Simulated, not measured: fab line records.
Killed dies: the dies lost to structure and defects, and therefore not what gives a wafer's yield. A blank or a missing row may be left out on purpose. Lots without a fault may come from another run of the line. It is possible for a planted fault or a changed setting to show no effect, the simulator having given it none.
A struck lot beside a sound one -- flow sky130 -- 45 steps out of a route of 708
Sound: wafers L578.3, L578.5, L578.6. The struck wafers were L575.2, L575.4, L575.5. The cause is given at the end.
Order at every step that has rows: each side's tool, ch and its chambers, its first start. Under that, the readings that differ: sound wafers -- struck wafers -- difference of the means -- sigmas: that difference in standard deviations of wafers without a fault.
alike: readings with means less than 2 such deviations apart, plus words and numbers identical on both sides. not compared: withheld readings, readings lacking a value on some wafer, bounds such as >300 that could conceal the same value, and numbers that have no deviation in the record and whose values overlap.
Wherever a step has rows on one side only, a row that says differs or no value, or a row with sigmas, the two part there. Numbers that don't overlap but have no deviation are shown without sigmas and don't part them. A reading missing from all wafers of one side parts the sides only when that side holds two or more wafers.

first, 6 steps without rows for these wafers: SKY_VT_ADJUST_LVTN_HMDS_12 (prime time 60 s); SKY_VT_ADJUST_LVTN_COAT_13 (resist thk 1140 nm); SKY_VT_ADJUST_LVTN_SOFTBAKE_14 (time 60 s); SKY_VT_ADJUST_LVTN_EXPOSE_15 (exposes mask HVN STD DERIVED, target cd 600 nm); SKY_VT_ADJUST_LVTN_PEB_16; SKY_VT_ADJUST_LVTN_DEVELOP_17 (develop time 60 s).
SKY_VT_ADJUST_LVTN_OVL_MEAS_18:
  struck on overlay-01, day 12 09:40; sound on overlay-01, day 12 22:25
  alike: VT_ADJUST_LVTN_01_OVL
next, for these wafers, 1 step has no rows: SKY_VT_ADJUST_LVTN_IMPLANT_19.
SKY_VT_ADJUST_LVTN_STRIP_20: strips in O2/N2.
  sound on plasma asher-01 ch 0,1, day 12 22:37; struck on plasma asher-03 ch 0,1, day 12 09:50
reading,sound,struck,difference,sigmas
drypump motor current A (A),5.4 5.4 5.3,6.7 5.7 6.7,+1.0,+2
  alike: o2 flow sccm, oes product au, strip time to endpoint s
  not compared: rf hours counter h
SKY_VT_ADJUST_LVTN_TW_MEAS_21:
  struck on film metro-01, day 12 09:57; sound on film metro-04, day 12 22:43
  alike: VT_ADJUST_LVTN_2_TW
then, 2 steps without rows for these wafers: SKY_VT_ADJUST_NCORE_DEHYDRATE_00 (time 60 s); SKY_VT_ADJUST_NCORE_HMDS_01 (prime time 60 s).
SKY_VT_ADJUST_NCORE_COAT_02: resist thk 1140 nm.
  struck on litho track-03, day 12 21:29; sound on litho track-03 ch 0, day 13 10:51
  no value came back on the struck wafers for chill plate temp C (C), dispense pressure kPa (kPa); on the sound wafers chill plate temp C (C) reads 23.01 23.01 23.11
then, 4 steps without rows for these wafers: SKY_VT_ADJUST_NCORE_SOFTBAKE_03 (time 60 s); SKY_VT_ADJUST_NCORE_EXPOSE_04 (exposes mask LVTN COMPLEMENT THIN, target cd 380 nm); SKY_VT_ADJUST_NCORE_PEB_05; SKY_VT_ADJUST_NCORE_DEVELOP_06 (develop time 60 s).
SKY_VT_ADJUST_NCORE_CD_MEAS_07: target cd 380 nm.
  struck on cd sem-02, day 13 09:58; sound on cd sem-02, day 13 23:26
reading,sound,struck,difference,sigmas
cd nm (nm),376.6 375.2 375.5,- - -,no value on the struck wafers,
SKY_VT_ADJUST_NCORE_OVL_MEAS_08:
  struck on overlay-01, day 13 10:04; sound on overlay-02, day 13 23:31
reading,sound,struck,difference,sigmas
VT_ADJUST_NCORE_OVL (nm),1.0 0.6 -0.7,- - -,no value on the struck wafers,
next, for these wafers, 1 step has no rows: SKY_VT_ADJUST_NCORE_IMPLANT_09.
SKY_VT_ADJUST_NCORE_STRIP_10: strips in O2/N2.
  sound on plasma asher-03 ch 0,1, day 13 23:44; struck on plasma asher-03 ch 1, day 13 10:14
  no value came back on the struck wafers for oes product au (a.u.), strip time to endpoint s (s); on the sound wafers oes product au (a.u.) reads 0.709 0.711 0.721
  alike: drypump motor current A, o2 flow sccm
  not compared: rf hours counter h
SKY_VT_ADJUST_NCORE_TW_MEAS_11:
  struck on film metro-02, day 13 10:21; sound on film metro-01, day 13 23:49
  alike: VT_ADJUST_NCORE_TW
then, 7 steps without rows for these wafers: SKY_VT_ADJUST_HVTR_DEHYDRATE_00 (time 60 s); SKY_VT_ADJUST_HVTR_HMDS_01 (prime time 60 s); SKY_VT_ADJUST_HVTR_COAT_02 (resist thk 1140 nm); SKY_VT_ADJUST_HVTR_SOFTBAKE_03 (time 60 s); SKY_VT_ADJUST_HVTR_EXPOSE_04 (exposes mask HVTRM, target cd 380 nm); SKY_VT_ADJUST_HVTR_PEB_05; SKY_VT_ADJUST_HVTR_DEVELOP_06 (develop time 60 s).
SKY_VT_ADJUST_HVTR_CD_MEAS_07: target cd 380 nm.
  struck on cd sem-02, day 14 11:58; sound on cd sem-01, day 15 01:35
  alike: cd nm
SKY_VT_ADJUST_HVTR_OVL_MEAS_08:
  struck on overlay-02, day 14 12:04; sound on overlay-01, day 15 01:41
  alike: VT_ADJUST_HVTR_OVL
next, for these wafers, 1 step has no rows: SKY_VT_ADJUST_HVTR_IMPLANT_09.
SKY_VT_ADJUST_HVTR_STRIP_10: strips in O2/N2.
  sound on plasma asher-04 ch 0,1, day 15 01:53; struck on plasma asher-04 ch 0,1, day 14 12:14
  alike: drypump motor current A, o2 flow sccm, oes product au, strip time to endpoint s
  not compared: rf hours counter h
SKY_VT_ADJUST_HVTR_TW_MEAS_11:
  struck on film metro-01, day 14 12:21; sound on film metro-03, day 15 01:59
reading,sound,struck,difference,sigmas
VT_ADJUST_HVTR_TW,207.2 207.0 207.6,261.1 260.2 262.0,+53.8,+28
then, 7 steps without rows for these wafers: SKY_VT_ADJUST_PCH_DEHYDRATE_00 (time 60 s); SKY_VT_ADJUST_PCH_HMDS_01 (prime time 60 s); SKY_VT_ADJUST_PCH_COAT_02 (resist thk 3000 nm); SKY_VT_ADJUST_PCH_SOFTBAKE_03; SKY_VT_ADJUST_PCH_EXPOSE_04 (exposes mask NWM, target cd 840 nm); SKY_VT_ADJUST_PCH_PEB_05; SKY_VT_ADJUST_PCH_DEVELOP_06 (develop time 60 s).
SKY_VT_ADJUST_PCH_OVL_MEAS_07:
  struck on overlay-01, day 15 15:05; sound on overlay-01, day 16 06:09
  alike: VT_ADJUST_PCH_OVL
SKY_VT_ADJUST_PCH_TW_MEAS_10:
  struck on film metro-02, day 15 15:23; sound on film metro-02, day 16 06:26
reading,sound,struck,difference,sigmas
VT_ADJUST_PCH_TW,142.4 143.0 142.8,228.9 231.7 230.8,+87.7,+42
SKY_SONOS_TUNNEL_TW_MEAS_12:
  struck on film metro-01, day 16 20:17; sound on film metro-01, day 17 12:18
reading,sound,struck,difference,sigmas
SONOS_TUNNEL_TW,197.1 196.4 196.5,253.7 253.2 251.7,+56.2,+21
-- record jumps: 33 days separate the struck wafers' starts on either side; left off in module SONOS_TUNNEL, taken up again in module PAD_OPEN, whose first shown step is the route's number 708 --
SKY_PAD_OPEN_PROBE_99:
  struck on prober-01, day 49 19:55; sound on prober-02, day 50 07:25
reading,sound,struck,difference,sigmas
killed at front end,15 13,416 411 420,+402,+93
killed dies,92 74,492 492 492,+409,+43
killed on rim,15 18,96 96 96,+80,+21
  alike: killed_at_M0_to_M3, killed_at_M4_up, killed at contacts, killed at other, killed open, killed short

WHERE THEY PART
At SKY_VT_ADJUST_LVTN_STRIP_20 first; at SKY_PAD_OPEN_PROBE_99 last (within this record only).

WHY: what had been put in by the simulator
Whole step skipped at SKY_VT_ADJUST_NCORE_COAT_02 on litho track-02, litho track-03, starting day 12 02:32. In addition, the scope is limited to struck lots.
